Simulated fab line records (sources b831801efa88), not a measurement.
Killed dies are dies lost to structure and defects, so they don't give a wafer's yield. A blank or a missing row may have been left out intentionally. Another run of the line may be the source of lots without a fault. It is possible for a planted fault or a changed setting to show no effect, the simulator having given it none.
fab line records | flow sky130
record lots=10 | wafers=30 | last_day=50
route steps=708 shown METAL2@485
lots that met no fault: from a run of the same line without faults
start_h: hours from the record's first day to the start of the lot's first wafer shown | wait_h: hours from the lot's prior step to this one | " the same as in the row above | L1.1+2: several wafers, shown together as one row | - no value present, or no start provided | * or withheld: withheld | < > ~ a bound
route shown NAME@n: NAME is a module with steps in the file, n the number in the route of the first one | usual: the fault-free wafers' mean and standard deviation | same: alike in all rows | chamber/n: place in a boat | sites: per-site readings | _std_site: the values' standard deviation | _edge_site: the outer-site mean with the inner-site mean subtracted | radius_mm: for every site, how far away it sits from the centre of the wafer | mask NAME#n: copy n | behind: tool/chamber where the wafer was last shaped | hold: why the lot went on hold/how many hours it stayed there/how the hold came to an end | device: whichever transistor did not switch (one of n, p or np) | end of line: tests of these same wafers at the route's end | a step given without rows: its recipe and nothing more | killed: count of dies lost to structure and defects at first sort (not the wafer's yield) | map: shows each die of a wafer: x if killed, . if not, _ if none is there
set.NAME: the setting as run; set.NAME@STEP: as run at that earlier step | model.NAME: the simulator's own value behind a step, which no gauge read
one table for each step of the route and one row for each wafer, over a sample of lots
services: when a tool's chamber went out of use (start_h, in hours from the record's first day, below 0 if earlier), for how many hours, and the reason
## steps
# step SKY_METAL2_SPUTTER_02
# recipe material=AlCu | target_thk_nm=250 | power_w=10600 | time_s=13.3 | chamber_pressure_pa=0.4
# usual throttle_valve_pct=30.2/1.1
lot.wafer | tool           | chamber | start_h | wait_h | throttle_valve_pct
L977.2    | pvd_sputter-03 | -       | 782.01  | 0.0    | 29.5
L977.4    | "              | -       | "       | "      | 29.1
L977.5    | "              | -       | "       | "      | 32.2
L978.1    | pvd_sputter-03 | -       | 796.12  | 0.0    | 29.5
L978.3    | "              | -       | "       | "      | 30.7
L978.6    | "              | -       | "       | "      | 31.7
L988.1    | pvd_sputter-03 | -       | 873.93  | 0.0    | 32.2
L988.2    | "              | -       | "       | "      | 30.5
L988.3    | "              | -       | "       | "      | 29.5
L989.3    | pvd_sputter-04 | -       | 878.67  | 0.0    | 30.7
L989.5    | "              | -       | "       | "      | 29.8
L989.6    | "              | -       | "       | "      | 33.0
L992.2    | pvd_sputter-02 | -       | 912.30  | 0.0    | 30.3
L992.3    | "              | -       | "       | "      | 30.7
L992.4    | "              | -       | "       | "      | 28.7
L993.2    | pvd_sputter-04 | -       | 918.22  | 0.0    | 30.8
L993.4    | "              | -       | "       | "      | 28.7
L993.6    | "              | -       | "       | "      | 28.6
L994.3    | pvd_sputter-02 | -       | 918.86  | 0.0    | 29.0
L994.5    | "              | -       | "       | "      | 30.3
L994.6    | "              | -       | "       | "      | 28.6
L998.1    | pvd_sputter-02 | -       | 940.78  | 0.0    | 30.5
L998.2    | "              | -       | "       | "      | 30.2
L998.3    | "              | -       | "       | "      | 30.1
L999.2    | pvd_sputter-02 | -       | 950.70  | 0.0    | 30.3
L999.3    | "              | -       | "       | "      | 28.9
L999.6    | "              | -       | "       | "      | 30.3
L100.2    | pvd_sputter-03 | -       | 959.87  | 0.0    | 30.7
L100.3    | "              | -       | "       | "      | 32.1
L100.5    | "              | -       | "       | "      | 30.5
# step SKY_METAL2_RS_MEAS_05
# recipe thk_meas_gauge=four-point-probe | reads=TiN_of_METAL2_SPUTTER_04+Ti_of_METAL2_SPUTTER_03+AlCu_of_METAL2_SPUTTER_02+TiN_of_METAL2_SPUTTER_01+Ti_of_METAL2_SPUTTER_00
# usual METAL2_ALCU_RS=0.1268/0.0011
lot.wafer | tool          | chamber | start_h | wait_h | METAL2_ALCU_RS[ohm/sq]
L977.2    | film_metro-01 | -       | 782.12  | 0.0    | 0.1261
L977.4    | "             | -       | "       | "      | 0.1244
L977.5    | "             | -       | "       | "      | 0.1255
L978.1    | film_metro-04 | -       | 796.21  | 0.0    | 0.1268
L978.3    | "             | -       | "       | "      | 0.1263
L978.6    | "             | -       | "       | "      | 0.1276
L988.1    | film_metro-04 | -       | 874.02  | 0.0    | 0.1274
L988.2    | "             | -       | "       | "      | 0.0957
L988.3    | "             | -       | "       | "      | 0.1265
L989.3    | film_metro-01 | -       | 878.81  | 0.1    | 0.1264
L989.5    | "             | -       | "       | "      | 0.1278
L989.6    | "             | -       | "       | "      | 0.1259
L992.2    | film_metro-03 | -       | 912.42  | 0.0    | 0.1268
L992.3    | "             | -       | "       | "      | 0.1262
L992.4    | "             | -       | "       | "      | 0.1273
L993.2    | film_metro-04 | -       | 918.33  | 0.0    | 0.1265
L993.4    | "             | -       | "       | "      | 0.1270
L993.6    | "             | -       | "       | "      | 0.1272
L994.3    | film_metro-03 | -       | 918.99  | 0.1    | 0.1261
L994.5    | "             | -       | "       | "      | 0.1271
L994.6    | "             | -       | "       | "      | 0.1269
L998.1    | film_metro-04 | -       | 940.87  | 0.0    | 0.1265
L998.2    | "             | -       | "       | "      | 0.1276
L998.3    | "             | -       | "       | "      | 0.1263
L999.2    | film_metro-03 | -       | 950.81  | 0.0    | 0.1261
L999.3    | "             | -       | "       | "      | 0.1274
L999.6    | "             | -       | "       | "      | 0.1262
L100.2    | film_metro-03 | -       | 959.98  | 0.0    | 0.1281
L100.3    | "             | -       | "       | "      | 0.1295
L100.5    | "             | -       | "       | "      | 0.1287
# step SKY_METAL2_THK_MEAS_06
# recipe thk_meas_gauge=xrf | reads=AlCu_of_METAL2_SPUTTER_02
# usual METAL2_ALCU_THK=247.1/2.6
lot.wafer | tool          | chamber | start_h | wait_h | METAL2_ALCU_THK[nm]
L977.2    | film_metro-01 | -       | 782.23  | 0.1    | 248.9
L977.4    | "             | -       | "       | "      | 253.4
L977.5    | "             | -       | "       | "      | 250.0
L978.1    | film_metro-04 | -       | 796.33  | 0.1    | 247.4
L978.3    | "             | -       | "       | "      | 248.5
L978.6    | "             | -       | "       | "      | 246.8
L988.1    | film_metro-04 | -       | 874.14  | 0.1    | 243.2
L988.2    | "             | -       | "       | "      | 322.6
L988.3    | "             | -       | "       | "      | 245.6
L989.3    | film_metro-01 | -       | 878.91  | 0.1    | 246.6
L989.5    | "             | -       | "       | "      | 249.4
L989.6    | "             | -       | "       | "      | 248.4
L992.2    | film_metro-03 | -       | 912.53  | 0.1    | 248.3
L992.3    | "             | -       | "       | "      | 246.9
L992.4    | "             | -       | "       | "      | 247.6
L993.2    | film_metro-04 | -       | 918.44  | 0.1    | 246.2
L993.4    | "             | -       | "       | "      | 244.3
L993.6    | "             | -       | "       | "      | 246.3
L994.3    | film_metro-03 | -       | 919.09  | 0.1    | 246.4
L994.5    | "             | -       | "       | "      | 247.2
L994.6    | "             | -       | "       | "      | 244.4
L998.1    | film_metro-04 | -       | 940.99  | 0.1    | 246.0
L998.2    | "             | -       | "       | "      | 243.8
L998.3    | "             | -       | "       | "      | 245.8
L999.2    | film_metro-03 | -       | 950.92  | 0.1    | 247.7
L999.3    | "             | -       | "       | "      | 245.6
L999.6    | "             | -       | "       | "      | 248.1
L100.2    | film_metro-03 | -       | 960.09  | 0.1    | 246.6
L100.3    | "             | -       | "       | "      | 242.1
L100.5    | "             | -       | "       | "      | 243.3
# step SKY_METAL2_METAL_ETCH_19
# recipe target_depth_a=3600 | stop_on=SiO2 | over_etch_frac=0.3 | time_s=78 | chemistry=Cl2/BCl3 | resist_sidewall_deg=88 | pressure_mtorr=10 | icp_w=900 | bias_w=48.5 | Cl2_flow_sccm=60 | bcl3_flow_sccm=30
# usual bcl3_flow_sccm=29.99/0.087 | drypump_motor_current_A=5.9/0.46 | oes_product_au=0.855/0.0056 | throttle_valve_pct=22.264/0.0092
lot.wafer | tool         | chamber | start_h | wait_h | bcl3_flow_sccm | drypump_motor_current_A | oes_product_au | rf_hours_counter_h | throttle_valve_pct
L977.2    | rie_metal-04 | 0       | 809.45  | 0.0    | 29.81          | 6.0                     | 0.859          | 12                 | 22.258
L977.4    | "            | 0       | "       | "      | 29.89          | 6.0                     | 0.867          | -                  | 22.261
L977.5    | "            | 0       | "       | "      | 29.83          | 6.0                     | 0.856          | -                  | 22.262
L978.1    | rie_metal-01 | 1       | 823.04  | 0.0    | 30.13          | 5.2                     | 0.859          | 17                 | 22.269
L978.3    | "            | 1       | "       | "      | 29.94          | 5.2                     | 0.860          | -                  | 22.262
L978.6    | "            | 1       | "       | "      | 29.87          | 5.2                     | 0.855          | -                  | 22.274
L988.1    | rie_metal-02 | 0       | 899.71  | 0.0    | 30.02          | 6.6                     | 0.853          | 2                  | 22.246
L988.2    | "            | 1       | "       | "      | 29.99          | 5.5                     | 0.909          | 17                 | 22.269
L988.3    | "            | 0       | "       | "      | 30.15          | 6.6                     | 0.851          | -                  | 22.268
L989.3    | rie_metal-01 | 0       | 905.33  | 0.1    | 29.89          | 6.4                     | 0.858          | -                  | 22.285
L989.5    | "            | 0       | "       | "      | 29.96          | 6.4                     | 0.862          | -                  | 22.262
L989.6    | "            | 1       | "       | "      | 30.06          | 5.2                     | 0.860          | -                  | 22.262
L992.2    | rie_metal-01 | 1       | 936.70  | 0.0    | 30.17          | 5.2                     | 0.863          | 3                  | 22.283
L992.3    | "            | 0       | "       | "      | 30.03          | 6.3                     | 0.855          | -                  | 22.266
L992.4    | "            | 1       | "       | "      | 30.07          | 5.2                     | 0.850          | -                  | 22.274
L993.2    | rie_metal-01 | 0       | 942.31  | 0.0    | 30.16          | 6.4                     | 0.850          | 11                 | 22.267
L993.4    | "            | 0       | "       | "      | 29.99          | 6.4                     | 0.860          | -                  | 22.264
L993.6    | "            | 1       | "       | "      | 29.89          | 5.2                     | 0.854          | -                  | 22.254
L994.3    | rie_metal-04 | 1       | 943.68  | 0.1    | 29.98          | 6.0                     | 0.862          | -                  | 22.264
L994.5    | "            | 1       | "       | "      | 30.10          | 6.0                     | 0.855          | -                  | 22.264
L994.6    | "            | 0       | "       | "      | 30.03          | 6.0                     | 0.855          | -                  | 22.273
L998.1    | rie_metal-04 | 0       | 965.14  | 0.0    | 30.10          | 6.0                     | 0.850          | 18                 | 22.269
L998.2    | "            | 1       | "       | "      | 29.82          | 5.9                     | 0.856          | 12                 | 22.268
L998.3    | "            | 0       | "       | "      | 30.00          | 6.0                     | 0.852          | -                  | 22.256
L999.2    | rie_metal-02 | 1       | 975.04  | 0.0    | 30.02          | 5.5                     | 0.859          | 21                 | 22.274
L999.3    | "            | 1       | "       | "      | 29.82          | 5.4                     | 0.855          | -                  | 22.261
L999.6    | "            | 1       | "       | "      | 29.97          | 5.5                     | 0.858          | -                  | 22.270
L100.2    | rie_metal-01 | 1       | 984.01  | 0.0    | 29.96          | 5.2                     | 0.853          | 6                  | 22.261
L100.3    | "            | 0       | "       | "      | 30.00          | 6.3                     | 0.847          | -                  | 22.261
L100.5    | "            | 0       | "       | "      | 29.99          | 6.4                     | 0.851          | -                  | 22.257
## services
tool           | chamber | start_h | hours | kind
pvd_sputter-04 | -       | 763.78  | 5.0   | repair
pvd_sputter-03 | -       | 768.96  | 12.4  | repair
rie_metal-02   | -       | 789.98  | 0.7   | repair
rie_metal-02   | 0       | 805.95  | 20.4  | repair
pvd_sputter-02 | -       | 824.34  | 1.9   | repair
rie_metal-01   | 1       | 844.37  | -     | clean
rie_metal-01   | 1       | 844.37  | 22.6  | scheduled_down
rie_metal-01   | 1       | 844.37  | 22.6  | vent_cycle
pvd_sputter-03 | -       | 852.95  | 9.3   | repair
pvd_sputter-02 | 0       | 874.87  | -     | consumable_replace:kit
pvd_sputter-02 | 0       | 874.87  | 18.0  | scheduled_down
pvd_sputter-02 | 0       | 874.87  | 18.0  | vent_cycle
pvd_sputter-02 | -       | 878.24  | 2.6   | repair
pvd_sputter-02 | -       | 878.65  | 4.5   | repair
rie_metal-02   | 0       | 883.75  | 9.9   | repair
rie_metal-01   | 1       | 895.68  | 5.8   | repair
rie_metal-01   | -       | 897.61  | 0.5   | repair
pvd_sputter-03 | 1       | 914.50  | -     | consumable_replace:kit
pvd_sputter-03 | 1       | 914.50  | 18.0  | scheduled_down
pvd_sputter-03 | 1       | 914.50  | 18.0  | vent_cycle
rie_metal-02   | -       | 938.92  | 0.7   | repair
rie_metal-01   | -       | 942.45  | 2.6   | repair
rie_metal-01   | -       | 942.82  | 0.3   | repair
pvd_sputter-03 | -       | 977.03  | 29.4  | repair
## key
first_sign step=SKY_METAL2_RS_MEAS_05 | reading=METAL2_ALCU_RS | direction=down | sigmas=28 | usual=0.1268 | struck=0.0957
effect step=SKY_METAL2_THK_MEAS_06 | reading=METAL2_ALCU_THK | direction=up | sigmas=29 | usual=247.1 | struck=322.6
effect step=SKY_METAL2_METAL_ETCH_19 | reading=oes_product_au | direction=up | sigmas=9.6 | usual=0.855 | struck=0.909
met_at SKY_METAL2_SPUTTER_02
struck_lots L988
struck_wafers L988.2
sort_left_out L988.2
onset_between 796.12 873.93
fault kind=process_parameter_drift | tool=pvd_sputter-03 | chamber=- | onset_h=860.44 | steps=SKY_METAL2_SPUTTER_02 | channel=target_thk_nm | offset=78.11 | shape=step | end_h=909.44 | acts_in=these_recipes_only | stated=250 | scope=struck_wafers_only
# sort_left_out: the simulated sort isn't trusted on such a fault, so these wafers' sort isn't shown, and their yield isn't known
